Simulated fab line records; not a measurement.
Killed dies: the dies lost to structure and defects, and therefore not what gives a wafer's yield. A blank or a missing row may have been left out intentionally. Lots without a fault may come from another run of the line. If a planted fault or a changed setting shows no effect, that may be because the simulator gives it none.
fab line records -- flow sky130 -- part 1 of 2: steps 1 to 28 of 40
record lots=5, wafers=15, last-day=49
route steps=708 shown VIA2@509 METAL3@532 CAPM@537
lots untouched by any fault: they come from a run of this same line in which no faults occurred
start-h: hours from the record's opening day to when the first of the lot's shown wafers began -- wait-h: hours since the lot's step before -- " repeats the value in the row above -- L1.1+2: several wafers, shown together as one row -- - no value, or no start was given -- * or withheld: withheld -- < > ~ a bound
route shown NAME@n: a module of which the file shows steps, and the number in the route of the first -- usual: mean and standard deviation over wafers with no fault -- same: alike in all rows -- chamber/n: place in a boat -- sites: per-site readings -- _std_site: how widely they spread, as a standard deviation -- _edge_site: outer sites' mean less inner sites' -- radius-mm: how far each site lies from the wafer's centre -- mask NAME#n: copy n -- behind: the tool/chamber that last shaped the wafer -- hold: reason for holding the lot/hours on hold/outcome of the hold -- device: which transistor (n, p or np) failed to switch -- end of line: at the end of the route, the tests of the same wafers -- a step without rows: its recipe alone -- killed: not the wafer's yield, but the dies lost to structure and defects at the first sort -- map: shows each die of a wafer: x if killed, . if not, _ if none is there
set.NAME: the run value of the setting; set.NAME@STEP: its run value at that earlier step -- model.NAME: the simulator's own value behind a step, which no gauge read
certain route steps with their lots: each step a table, each wafer a row
services: the hour from which a tool's chamber was out of use, counted from the record's first day as start-h (under 0 if before that day), plus the number of hours and why
## steps
# step SKY_VIA2_CMP_02
# recipe material=SiO2, down-force-psi=4, platen-rpm=60, pad-velocity-m-s=0.94248
# usual motor-current-A=11.7/1.2
lot.wafer,tool,chamber,start-h,wait-h,motor-current-A
L078.3,cmp-02,2,844.52,0.1,12.2
L078.5,cmp-02,1,844.52,0.1,11.2
L078.6,cmp-02,2,844.52,0.1,12.5
L079.3,cmp-02,1,868.20,0.1,12.2
L079.4,cmp-02,2,868.20,0.1,12.2
L079.6,cmp-02,0,868.20,0.1,10.4
L082.1,cmp-01,0,879.69,0.1,10.0
L082.4,cmp-01,2,879.69,0.1,11.0
L082.2,cmp-01,3,879.69,0.1,14.1
L091.3,cmp-01,0,945.13,0.2,10.6
L091.1,cmp-01,1,945.13,0.2,12.7
L091.5,cmp-01,3,945.13,0.2,12.9
L094.1,cmp-01,3,967.80,0.1,13.9
L094.3,cmp-01,0,967.80,0.1,10.8
L094.5,cmp-01,3,967.80,0.1,13.1
# step SKY_VIA2_BOW_MEAS_03
# recipe mode=bow
# usual VIA2_BOW=86/7.6
lot.wafer,tool,chamber,start-h,wait-h,VIA2_BOW[um]
L078.3,film-metro-02,-,844.81,0.2,91
L078.5,film-metro-02,-,844.81,0.2,87
L078.6,film-metro-02,-,844.81,0.2,76
L079.3,film-metro-02,-,868.44,0.2,84
L079.4,film-metro-02,-,868.44,0.2,90
L079.6,film-metro-02,-,868.44,0.2,81
L082.1,film-metro-03,-,879.99,0.2,97
L082.2,film-metro-03,-,879.99,0.2,90
L082.4,film-metro-03,-,879.99,0.2,99
L091.1,film-metro-03,-,945.33,0.1,78
L091.3,film-metro-03,-,945.33,0.1,92
L091.5,film-metro-03,-,945.33,0.1,96
L094.1,film-metro-02,-,968.10,0.2,72
L094.3,film-metro-02,-,968.10,0.2,92
L094.5,film-metro-02,-,968.10,0.2,75
# step SKY_VIA2_DEHYDRATE_04
# recipe temp-c=200, time-s=60
# usual plate-temp-C=200.02/0.16
lot.wafer,tool,chamber,start-h,wait-h,plate-temp-C
L078.3,litho-track-01,0,857.90,13.1,199.90
L078.5,litho-track-01,0,857.90,13.1,199.85
L078.6,litho-track-01,0,857.90,13.1,199.87
L079.3,litho-track-01,0,880.90,12.4,200.06
L079.4,litho-track-01,0,880.90,12.4,200.12
L079.6,litho-track-01,0,880.90,12.4,200.03
L082.1,litho-track-04,0,892.68,12.7,200.14
L082.2,litho-track-04,0,892.68,12.7,200.01
L082.4,litho-track-04,0,892.68,12.7,200.17
L091.1,litho-track-04,0,956.23,10.9,199.92
L091.3,litho-track-04,0,956.23,10.9,199.65
L091.5,litho-track-04,0,956.23,10.9,199.93
L094.1,litho-track-03,0,978.82,10.7,199.97
L094.3,litho-track-03,0,978.82,10.7,200.03
L094.5,litho-track-03,0,978.82,10.7,199.98
# step SKY_VIA2_HMDS_05
# recipe prime-time-s=60, prime-temp-c=120
lot.wafer,tool,chamber,start-h,wait-h
L078.3+5+6,litho-track-01,0,858.05,0.1
L079.3+4+6,litho-track-01,0,881.05,0.1
L082.1+2+4,litho-track-04,0,892.83,0.1
L091.1+3+5,litho-track-04,0,956.38,0.1
L094.1+3+5,litho-track-03,0,978.97,0.1
# step SKY_VIA2_COAT_06
# recipe resist=BARC, temp-c=withheld, time-s=withheld, spin-rpm=3000, resist-thk-nm=60
lot.wafer,tool,chamber,start-h,wait-h
L078.3+5+6,litho-track-01,0,858.20,0.1
L079.3+4+6,litho-track-01,0,881.20,0.1
L082.1+2+4,litho-track-04,0,892.98,0.1
L091.1+3+5,litho-track-04,0,956.53,0.1
L094.1+3+5,litho-track-03,0,979.12,0.1
# step SKY_VIA2_COAT_07
# recipe resist=KrF-thick, spin-rpm=2957, resist-thk-nm=450
lot.wafer,tool,chamber,start-h,wait-h
L078.3+5+6,litho-track-01,0,-,-
L079.3+4+6,litho-track-01,0,-,-
L082.1+2+4,litho-track-04,0,-,-
L091.1+3+5,litho-track-04,0,-,-
L094.1+3+5,litho-track-03,0,-,-
# step SKY_VIA2_SOFTBAKE_08
# recipe temp-c=100, time-s=90, resist=KrF-thick
# usual plate-temp-C=100.02/0.14
lot.wafer,tool,chamber,start-h,wait-h,plate-temp-C
L078.3,litho-track-01,0,-,-,100.15
L078.5,litho-track-01,0,-,-,99.99
L078.6,litho-track-01,0,-,-,99.96
L079.3,litho-track-01,0,-,-,99.99
L079.4,litho-track-01,0,-,-,99.97
L079.6,litho-track-01,0,-,-,100.11
L082.1,litho-track-04,0,-,-,100.14
L082.2,litho-track-04,0,-,-,100.11
L082.4,litho-track-04,0,-,-,100.09
L091.1,litho-track-04,0,-,-,100.28
L091.3,litho-track-04,0,-,-,100.28
L091.5,litho-track-04,0,-,-,100.46
L094.1,litho-track-03,0,-,-,99.87
L094.3,litho-track-03,0,-,-,99.90
L094.5,litho-track-03,0,-,-,99.86
# step SKY_VIA2_EXPOSE_09
# recipe mask-id=VIM2, na=0.8, source-shape=annular, sigma-inner=0.55, sigma-outer=0.85, target-cd-nm=200, dose-mj=38
lot.wafer,tool,chamber,start-h,wait-h,mask
L078.3+5+6,krf-scanner-02,0,-,-,VIM2#0
L079.3+4+6,krf-scanner-02,0,-,-,VIM2#0
L082.1+2+4,krf-scanner-01,0,-,-,VIM2#0
L091.1+3+5,krf-scanner-01,0,-,-,VIM2#0
L094.1+3+5,krf-scanner-01,0,-,-,VIM2#0
# step SKY_VIA2_PEB_10
# recipe peb-temp-c=withheld, peb-time-s=withheld, resist=KrF-thick
lot.wafer,tool,chamber,start-h,wait-h
L078.3+5+6,litho-track-03,0,-,-
L079.3+4+6,litho-track-04,0,-,-
L082.1+2+4,litho-track-04,0,-,-
L091.1+3+5,litho-track-03,0,-,-
L094.1+3+5,litho-track-03,0,-,-
# step SKY_VIA2_DEVELOP_11
# recipe develop-time-s=60, resist=KrF-thick, dev-temp-c=21
lot.wafer,tool,chamber,start-h,wait-h
L078.3+5+6,litho-track-03,0,-,-
L079.3+4+6,litho-track-04,0,-,-
L082.1+2+4,litho-track-04,0,-,-
L091.1+3+5,litho-track-03,0,-,-
L094.1+3+5,litho-track-03,0,-,-
# step SKY_VIA2_CD_MEAS_12
# recipe target-cd-nm=200
# usual cd-nm=200.0/1.5
lot.wafer,tool,chamber,start-h,wait-h,cd-nm
L078.3,cd-sem-01,-,870.96,-,200.4
L078.5,cd-sem-01,-,870.96,-,201.1
L078.6,cd-sem-01,-,870.96,-,199.4
L079.3,cd-sem-01,-,894.47,-,197.8
L079.4,cd-sem-01,-,894.47,-,198.1
L079.6,cd-sem-01,-,894.47,-,197.5
L082.1,cd-sem-01,-,905.73,-,199.2
L082.2,cd-sem-01,-,905.73,-,200.2
L082.4,cd-sem-01,-,905.73,-,198.3
L091.1,cd-sem-02,-,969.42,-,200.4
L091.3,cd-sem-02,-,969.42,-,200.6
L091.5,cd-sem-02,-,969.42,-,200.6
L094.1,cd-sem-01,-,991.67,-,200.1
L094.3,cd-sem-01,-,991.67,-,200.7
L094.5,cd-sem-01,-,991.67,-,199.8
# step SKY_VIA2_OVL_MEAS_13
# usual VIA2_OVL=1/4.7
lot.wafer,tool,chamber,start-h,wait-h,VIA2_OVL[nm]
L078.3,overlay-02,-,871.05,0.1,6
L078.5,overlay-02,-,871.05,0.1,2
L078.6,overlay-02,-,871.05,0.1,-5
L079.3,overlay-01,-,894.56,0.1,-3
L079.4,overlay-01,-,894.56,0.1,-3
L079.6,overlay-01,-,894.56,0.1,-4
L082.1,overlay-02,-,905.85,0.1,-5
L082.2,overlay-02,-,905.85,0.1,0
L082.4,overlay-02,-,905.85,0.1,-2
L091.1,overlay-01,-,969.57,0.1,8
L091.3,overlay-01,-,969.57,0.1,7
L091.5,overlay-01,-,969.57,0.1,3
L094.1,overlay-01,-,991.79,0.1,1
L094.3,overlay-01,-,991.79,0.1,-1
L094.5,overlay-01,-,991.79,0.1,-10
# step SKY_VIA2_ETCH_14
# recipe chemistry=N2/H2, target=BARC, ion-energy-ev=200, source-w=500, bias-w=100, pressure-mtorr=30, n2-flow-sccm=100, h2-flow-sccm=200, stop-on=SiO2, time-s=45.9, target-depth-a=600
# usual drypump-motor-current-A=5.99/0.29, h2-flow-sccm=199.9/0.65, oes-product-au=0.855/0.0049, throttle-valve-pct=13.225/0.0096
lot.wafer,tool,chamber,start-h,wait-h,drypump-motor-current-A,h2-flow-sccm,oes-product-au,rf-hours-counter-h,throttle-valve-pct
L078.3,rie-diel-02,1,871.07,0.0,6.02,199.5,0.852,9,13.230
L078.5,rie-diel-02,1,871.07,0.0,6.04,199.7,0.854,-,13.228
L078.6,rie-diel-02,0,871.07,0.0,5.86,199.9,0.852,-,13.239
L079.3,rie-diel-02,0,894.61,0.0,5.89,200.5,0.854,-,13.227
L079.4,rie-diel-02,3,894.61,0.0,6.21,199.5,0.860,-,13.222
L079.6,rie-diel-02,0,894.61,0.0,5.88,200.8,0.853,-,13.228
L082.1,rie-diel-02,3,905.89,0.0,6.18,199.2,0.844,19,13.216
L082.2,rie-diel-02,0,905.89,0.0,5.88,199.6,0.850,9,13.232
L082.4,rie-diel-02,2,905.89,0.0,6.27,200.4,0.854,8,13.234
L091.1,rie-diel-02,0,969.61,0.0,5.87,200.0,0.855,11,13.219
L091.3,rie-diel-02,1,969.61,0.0,5.96,199.0,0.841,12,13.237
L091.5,rie-diel-02,1,969.61,0.0,5.97,199.0,0.859,-,13.227
L094.1,rie-diel-02,3,991.83,0.0,6.17,200.4,0.861,22,13.225
L094.3,rie-diel-02,2,991.83,0.0,6.27,201.1,0.849,11,13.233
L094.5,rie-diel-02,0,991.83,0.0,5.86,199.7,0.854,-,13.236
# step SKY_VIA2_ETCH_15
# recipe target=SiO2, chemistry=C4F8/O2/Ar, target-depth-nm=546, stop-on=TiN, mask-material=KrF-thick, source-w=1500, bias-w=1200, pressure-mtorr=40, c4f8-flow-sccm=withheld, O2_flow_sccm=6, Ar_flow_sccm=300, time-s=84
# usual oes-product-au=0.939/0.005
lot.wafer,tool,chamber,start-h,wait-h,oes-product-au,rf-hours-counter-h
L078.3,rie-diel-02,1,871.12,0.0,0.935,9
L078.5,rie-diel-02,1,871.12,0.0,0.936,-
L078.6,rie-diel-02,0,871.12,0.0,0.935,-
L079.3,rie-diel-02,0,894.68,0.1,0.932,-
L079.4,rie-diel-02,3,894.68,0.1,0.938,-
L079.6,rie-diel-02,0,894.68,0.1,0.938,-
L082.1,rie-diel-02,3,905.93,0.0,0.943,19
L082.2,rie-diel-02,0,905.93,0.0,0.949,9
L082.4,rie-diel-02,2,905.93,0.0,0.938,8
L091.1,rie-diel-02,0,969.65,0.0,0.934,11
L091.3,rie-diel-02,1,969.65,0.0,0.941,12
L091.5,rie-diel-02,1,969.65,0.0,0.941,-
L094.1,rie-diel-02,3,991.87,0.0,0.927,22
L094.3,rie-diel-02,2,991.87,0.0,0.929,11
L094.5,rie-diel-02,0,991.87,0.0,0.944,-
# step SKY_VIA2_STRIP_16
# recipe chemistry=O2/N2, power-w=1400, pressure-mtorr=1500, platen-temp-c=withheld, o2-flow-sccm=3000, n2-flow-sccm=300, overash-fraction=0.5
# usual drypump-motor-current-A=5.4/0.54, oes-product-au=0.401/0.0051, strip-time-to-endpoint-s=4.089/0.028
lot.wafer,tool,chamber,start-h,wait-h,drypump-motor-current-A,oes-product-au,rf-hours-counter-h,strip-time-to-endpoint-s
L078.3,plasma-asher-01,1,871.21,0.1,6.0,0.401,-,4.071
L078.5,plasma-asher-01,0,871.21,0.1,6.2,0.410,-,4.090
L078.6,plasma-asher-01,1,871.21,0.1,6.0,0.395,-,4.043
L079.3,plasma-asher-01,0,894.78,0.1,6.3,0.409,-,4.022
L079.4,plasma-asher-01,1,894.78,0.1,6.1,0.405,-,4.079
L079.6,plasma-asher-01,1,894.78,0.1,6.0,0.390,-,4.059
L082.1,plasma-asher-02,1,905.99,0.0,5.0,0.402,111,4.105
L082.2,plasma-asher-02,0,905.99,0.0,4.8,0.403,111,4.079
L082.4,plasma-asher-02,1,905.99,0.0,5.0,0.400,-,4.114
L091.1,plasma-asher-02,1,969.71,0.0,5.0,0.408,117,4.039
L091.3,plasma-asher-02,0,969.71,0.0,4.8,0.397,-,4.074
L091.5,plasma-asher-02,0,969.71,0.0,4.8,0.404,-,4.067
L094.1,plasma-asher-04,0,991.93,0.0,5.4,0.398,87,4.074
L094.3,plasma-asher-04,1,991.93,0.0,4.9,0.401,-,4.066
L094.5,plasma-asher-04,0,991.93,0.0,5.5,0.399,-,4.064
# step SKY_VIA2_STRIP_17
# recipe chemistry=post-etch-residue-remover, time-s=1200, temp-c=72.5
# usual bath-heat-duty-pct=13.7/1.4
lot.wafer,tool,chamber,start-h,wait-h,bath-heat-duty-pct
L078.3,wet-bench-01,3,871.28,0.0,13.9
L078.5,wet-bench-01,3,871.28,0.0,13.8
L078.6,wet-bench-01,3,871.28,0.0,13.1
L079.3,wet-bench-01,3,894.84,0.0,13.7
L079.4,wet-bench-01,3,894.84,0.0,14.5
L079.6,wet-bench-01,3,894.84,0.0,10.7
L082.1,wet-bench-03,0,906.09,0.1,12.9
L082.2,wet-bench-03,0,906.09,0.1,11.9
L082.4,wet-bench-03,0,906.09,0.1,12.2
L091.1,wet-bench-02,1,969.81,0.1,13.1
L091.3,wet-bench-02,1,969.81,0.1,12.9
L091.5,wet-bench-02,1,969.81,0.1,14.0
L094.1,wet-bench-02,0,992.03,0.1,11.0
L094.3,wet-bench-02,0,992.03,0.1,11.9
L094.5,wet-bench-02,0,992.03,0.1,13.0
# step SKY_VIA2_CLEAN_18
# recipe chemistry=IPA, time-s=180, temp-c=25
# usual bath-heat-duty-pct=5.8/0.75
lot.wafer,tool,chamber,start-h,wait-h,bath-heat-duty-pct
L078.3,wet-bench-02,0,871.62,0.0,4.6
L078.5,wet-bench-02,0,871.62,0.0,5.8
L078.6,wet-bench-02,0,871.62,0.0,5.7
L079.3,wet-bench-03,2,895.19,0.0,5.4
L079.4,wet-bench-03,2,895.19,0.0,6.2
L079.6,wet-bench-03,2,895.19,0.0,6.3
L082.1,wet-bench-02,0,906.43,0.0,4.6
L082.2,wet-bench-02,0,906.43,0.0,5.8
L082.4,wet-bench-02,0,906.43,0.0,5.1
L091.1,wet-bench-02,2,970.16,0.0,5.7
L091.3,wet-bench-02,2,970.16,0.0,5.4
L091.5,wet-bench-02,2,970.16,0.0,5.2
L094.1,wet-bench-01,2,992.37,0.0,6.6
L094.3,wet-bench-01,2,992.37,0.0,6.3
L094.5,wet-bench-01,2,992.37,0.0,6.6
# step SKY_VIA2_CLEAN_19
# recipe chemistry=O3/DIW, dry=n2-spin
lot.wafer,tool,chamber,start-h,wait-h
L078.3+5+6,wet-bench-03,2,871.68,0.0
L079.3+4+6,wet-bench-01,2,895.25,0.0
L082.1+2+4,wet-bench-03,2,906.49,0.0
L091.1+3+5,wet-bench-03,2,970.24,0.0
L094.1+3+5,wet-bench-02,3,992.44,0.0
# step SKY_VIA2_SPUTTER_20
# recipe material=TiN, target-thk-nm=20, chamber-pressure-pa=5, power-w=4000, time-s=80
# usual throttle-valve-pct=30.7/0.78
lot.wafer,tool,chamber,start-h,wait-h,throttle-valve-pct
L078.3,pvd-sputter-03,-,871.77,0.0,29.9
L078.5,pvd-sputter-03,-,871.77,0.0,30.6
L078.6,pvd-sputter-03,-,871.77,0.0,30.2
L079.3,pvd-sputter-01,-,895.34,0.0,30.9
L079.4,pvd-sputter-01,-,895.34,0.0,31.0
L079.6,pvd-sputter-01,-,895.34,0.0,30.5
L082.1,pvd-sputter-04,-,906.58,0.0,31.7
L082.2,pvd-sputter-04,-,906.58,0.0,31.5
L082.4,pvd-sputter-04,-,906.58,0.0,29.5
L091.1,pvd-sputter-04,-,970.33,0.0,31.5
L091.3,pvd-sputter-04,-,970.33,0.0,31.9
L091.5,pvd-sputter-04,-,970.33,0.0,29.6
L094.1,pvd-sputter-03,-,992.53,0.0,29.2
L094.3,pvd-sputter-03,-,992.53,0.0,29.9
L094.5,pvd-sputter-03,-,992.53,0.0,30.1
# step SKY_VIA2_CVD_21
# recipe material=W, target-thk-nm=420, time-s=126.4, temp-c=400, pressure-torr=40
# usual heater-power-w=857/59
lot.wafer,tool,chamber,start-h,wait-h,heater-power-w
L078.3,cvd-w-01,1,871.88,0.1,905
L078.5,cvd-w-01,0,871.88,0.1,832
L078.6,cvd-w-01,1,871.88,0.1,904
L079.3,cvd-w-01,0,895.45,0.1,865
L079.4,cvd-w-01,1,895.45,0.1,895
L079.6,cvd-w-01,0,895.45,0.1,828
L082.1,cvd-w-01,1,906.64,0.0,917
L082.2,cvd-w-01,0,906.64,0.0,842
L082.4,cvd-w-01,0,906.64,0.0,845
L091.1,cvd-w-01,0,970.39,0.0,829
L091.3,cvd-w-01,0,970.39,0.0,824
L091.5,cvd-w-01,0,970.39,0.0,844
L094.1,cvd-w-01,0,992.59,0.0,841
L094.3,cvd-w-01,1,992.59,0.0,921
L094.5,cvd-w-01,1,992.59,0.0,895
# step SKY_VIA2_RS_MEAS_22
# recipe thk-meas-gauge=four-point-probe, reads=W_of_VIA2_CVD_21+TiN_of_VIA2_SPUTTER_20
# usual VIA2_W_RS=0.271/0.0032
lot.wafer,tool,chamber,start-h,wait-h,VIA2_W_RS[ohm/sq]
L078.3,film-metro-01,-,872.00,0.1,0.268
L078.5,film-metro-01,-,872.00,0.1,0.271
L078.6,film-metro-01,-,872.00,0.1,0.271
L079.3,film-metro-02,-,895.57,0.1,0.275
L079.4,film-metro-02,-,895.57,0.1,0.274
L079.6,film-metro-02,-,895.57,0.1,0.274
L082.1,film-metro-02,-,906.77,0.1,0.273
L082.2,film-metro-02,-,906.77,0.1,0.270
L082.4,film-metro-02,-,906.77,0.1,0.270
L091.1,film-metro-03,-,970.52,0.1,0.266
L091.3,film-metro-03,-,970.52,0.1,0.269
L091.5,film-metro-03,-,970.52,0.1,0.268
L094.1,film-metro-02,-,992.72,0.1,0.265
L094.3,film-metro-02,-,992.72,0.1,0.265
L094.5,film-metro-02,-,992.72,0.1,0.268
# step SKY_VIA2_THK_MEAS_23
# recipe thk-meas-gauge=xrf, reads=W_of_VIA2_CVD_21
# usual VIA2_W_THK=425/7.1
lot.wafer,tool,chamber,start-h,wait-h,VIA2_W_THK[nm]
L078.3,film-metro-01,-,872.10,0.1,427
L078.5,film-metro-01,-,872.10,0.1,427
L078.6,film-metro-01,-,872.10,0.1,422
L079.3,film-metro-02,-,895.67,0.1,422
L079.4,film-metro-02,-,895.67,0.1,424
L079.6,film-metro-02,-,895.67,0.1,423
L082.1,film-metro-02,-,906.89,0.1,423
L082.2,film-metro-02,-,906.89,0.1,427
L082.4,film-metro-02,-,906.89,0.1,430
L091.1,film-metro-03,-,970.64,0.1,441
L091.3,film-metro-03,-,970.64,0.1,434
L091.5,film-metro-03,-,970.64,0.1,434
L094.1,film-metro-02,-,992.84,0.1,436
L094.3,film-metro-02,-,992.84,0.1,436
L094.5,film-metro-02,-,992.84,0.1,432
# step SKY_VIA2_CMP_24
# recipe stop-on=SiO2, t-overpolish-s=20, down-force-psi=3.5, platen-rpm=60, target-thk-nm=0, pad-velocity-m-s=0.94248
# usual motor-current-A=10.7/1, overpolish-run-s=20.000/0.0095, time-to-endpoint-s=101/3.4
lot.wafer,tool,chamber,start-h,wait-h,motor-current-A,overpolish-run-s,time-to-endpoint-s
L078.3,cmp-01,0,872.19,0.1,10.0,19.999,103
L078.6,cmp-01,3,872.19,0.1,12.2,19.997,100
L078.5,cmp-01,0,872.19,0.1,9.5,20.000,101
L079.3,cmp-02,0,895.76,0.1,9.0,20.006,94
L079.4,cmp-02,2,895.76,0.1,11.5,19.988,100
L079.6,cmp-02,0,895.76,0.1,9.7,19.975,97
L082.2,cmp-02,0,906.95,0.0,9.2,19.994,100
L082.4,cmp-02,2,906.95,0.0,11.6,20.001,100
L082.1,cmp-02,3,906.95,0.0,10.6,20.014,102
L091.3,cmp-02,0,970.88,0.2,9.7,20.006,99
L091.1,cmp-02,2,970.88,0.2,11.5,20.003,105
L091.5,cmp-02,3,970.88,0.2,10.7,20.007,104
L094.1,cmp-02,2,992.90,0.1,11.3,19.998,106
L094.3,cmp-02,0,992.90,0.1,9.2,19.998,104
L094.5,cmp-02,3,992.90,0.1,10.3,19.999,108
# step SKY_METAL3_SPUTTER_00
# recipe material=Ti, target-thk-nm=15, power-w=3000, time-s=10, chamber-pressure-pa=0.4
# usual throttle-valve-pct=30.1/1.1
lot.wafer,tool,chamber,start-h,wait-h,throttle-valve-pct
L078.3,pvd-sputter-02,-,872.44,0.2,29.5
L078.5,pvd-sputter-02,-,872.44,0.2,29.9
L078.6,pvd-sputter-02,-,872.44,0.2,29.5
L079.3,pvd-sputter-02,-,896.01,0.2,26.7
L079.4,pvd-sputter-02,-,896.01,0.2,30.1
L079.6,pvd-sputter-02,-,896.01,0.2,26.8
L082.1,pvd-sputter-03,-,907.25,0.1,30.4
L082.2,pvd-sputter-03,-,907.25,0.1,30.3
L082.4,pvd-sputter-03,-,907.25,0.1,29.8
L091.1,pvd-sputter-02,-,971.13,0.1,29.6
L091.3,pvd-sputter-02,-,971.13,0.1,26.9
L091.5,pvd-sputter-02,-,971.13,0.1,30.1
L094.1,pvd-sputter-01,-,993.20,0.2,30.7
L094.3,pvd-sputter-01,-,993.20,0.2,31.9
L094.5,pvd-sputter-01,-,993.20,0.2,31.8
# step SKY_METAL3_SPUTTER_01
# recipe material=TiN, target-thk-nm=20, power-w=6500, time-s=16.7, chamber-pressure-pa=0.4
# usual throttle-valve-pct=30.1/1.1
lot.wafer,tool,chamber,start-h,wait-h,throttle-valve-pct
L078.3,pvd-sputter-02,-,872.47,0.0,29.6
L078.5,pvd-sputter-02,-,872.47,0.0,30.2
L078.6,pvd-sputter-02,-,872.47,0.0,29.5
L079.3,pvd-sputter-02,-,896.03,0.0,26.7
L079.4,pvd-sputter-02,-,896.03,0.0,30.0
L079.6,pvd-sputter-02,-,896.03,0.0,26.9
L082.1,pvd-sputter-03,-,907.28,0.0,30.4
L082.2,pvd-sputter-03,-,907.28,0.0,30.5
L082.4,pvd-sputter-03,-,907.28,0.0,30.1
L091.1,pvd-sputter-02,-,971.15,0.0,29.5
L091.3,pvd-sputter-02,-,971.15,0.0,26.6
L091.5,pvd-sputter-02,-,971.15,0.0,29.5
L094.1,pvd-sputter-01,-,993.22,0.0,30.2
L094.3,pvd-sputter-01,-,993.22,0.0,31.7
L094.5,pvd-sputter-01,-,993.22,0.0,31.6
# step SKY_METAL3_SPUTTER_02
# recipe material=AlCu, target-thk-nm=735, power-w=10600, time-s=39.1, chamber-pressure-pa=0.4
# usual throttle-valve-pct=30.1/1.1
lot.wafer,tool,chamber,start-h,wait-h,throttle-valve-pct
L078.3,pvd-sputter-02,-,872.49,0.0,29.8
L078.5,pvd-sputter-02,-,872.49,0.0,30.1
L078.6,pvd-sputter-02,-,872.49,0.0,29.3
L079.3,pvd-sputter-02,-,896.06,0.0,26.8
L079.4,pvd-sputter-02,-,896.06,0.0,30.0
L079.6,pvd-sputter-02,-,896.06,0.0,26.9
L082.1,pvd-sputter-03,-,907.30,0.0,30.3
L082.2,pvd-sputter-03,-,907.30,0.0,30.3
L082.4,pvd-sputter-03,-,907.30,0.0,30.0
L091.1,pvd-sputter-02,-,971.18,0.0,29.3
L091.3,pvd-sputter-02,-,971.18,0.0,26.7
L091.5,pvd-sputter-02,-,971.18,0.0,29.7
L094.1,pvd-sputter-01,-,993.25,0.0,30.5
L094.3,pvd-sputter-01,-,993.25,0.0,31.7
L094.5,pvd-sputter-01,-,993.25,0.0,31.8
# step SKY_METAL3_SPUTTER_03
# recipe material=Ti, target-thk-nm=5, power-w=3000, time-s=3.3, chamber-pressure-pa=0.4
# usual throttle-valve-pct=30.1/1.1
lot.wafer,tool,chamber,start-h,wait-h,throttle-valve-pct
L078.3,pvd-sputter-02,-,872.53,0.0,29.9
L078.5,pvd-sputter-02,-,872.53,0.0,29.9
L078.6,pvd-sputter-02,-,872.53,0.0,29.5
L079.3,pvd-sputter-02,-,896.10,0.0,27.1
L079.4,pvd-sputter-02,-,896.10,0.0,29.8
L079.6,pvd-sputter-02,-,896.10,0.0,26.7
L082.1,pvd-sputter-03,-,907.34,0.0,30.4
L082.2,pvd-sputter-03,-,907.34,0.0,30.2
L082.4,pvd-sputter-03,-,907.34,0.0,29.6
L091.1,pvd-sputter-02,-,971.22,0.0,29.5
L091.3,pvd-sputter-02,-,971.22,0.0,26.8
L091.5,pvd-sputter-02,-,971.22,0.0,29.8
L094.1,pvd-sputter-01,-,993.29,0.0,30.5
L094.3,pvd-sputter-01,-,993.29,0.0,31.7
L094.5,pvd-sputter-01,-,993.29,0.0,31.9
# step SKY_METAL3_SPUTTER_04
# recipe material=TiN, target-thk-nm=70, power-w=6500, time-s=58.3, chamber-pressure-pa=0.4
# usual throttle-valve-pct=30.1/1.1
lot.wafer,tool,chamber,start-h,wait-h,throttle-valve-pct
L078.3,pvd-sputter-02,-,872.55,0.0,29.5
L078.5,pvd-sputter-02,-,872.55,0.0,29.9
L078.6,pvd-sputter-02,-,872.55,0.0,29.5
L079.3,pvd-sputter-02,-,896.12,0.0,27.0
L079.4,pvd-sputter-02,-,896.12,0.0,30.0
L079.6,pvd-sputter-02,-,896.12,0.0,26.9
L082.1,pvd-sputter-03,-,907.36,0.0,30.4
L082.2,pvd-sputter-03,-,907.36,0.0,30.4
L082.4,pvd-sputter-03,-,907.36,0.0,30.0
L091.1,pvd-sputter-02,-,971.24,0.0,29.7
L091.3,pvd-sputter-02,-,971.24,0.0,26.9
L091.5,pvd-sputter-02,-,971.24,0.0,29.5
L094.1,pvd-sputter-01,-,993.30,0.0,30.5
L094.3,pvd-sputter-01,-,993.30,0.0,31.8
L094.5,pvd-sputter-01,-,993.30,0.0,32.0
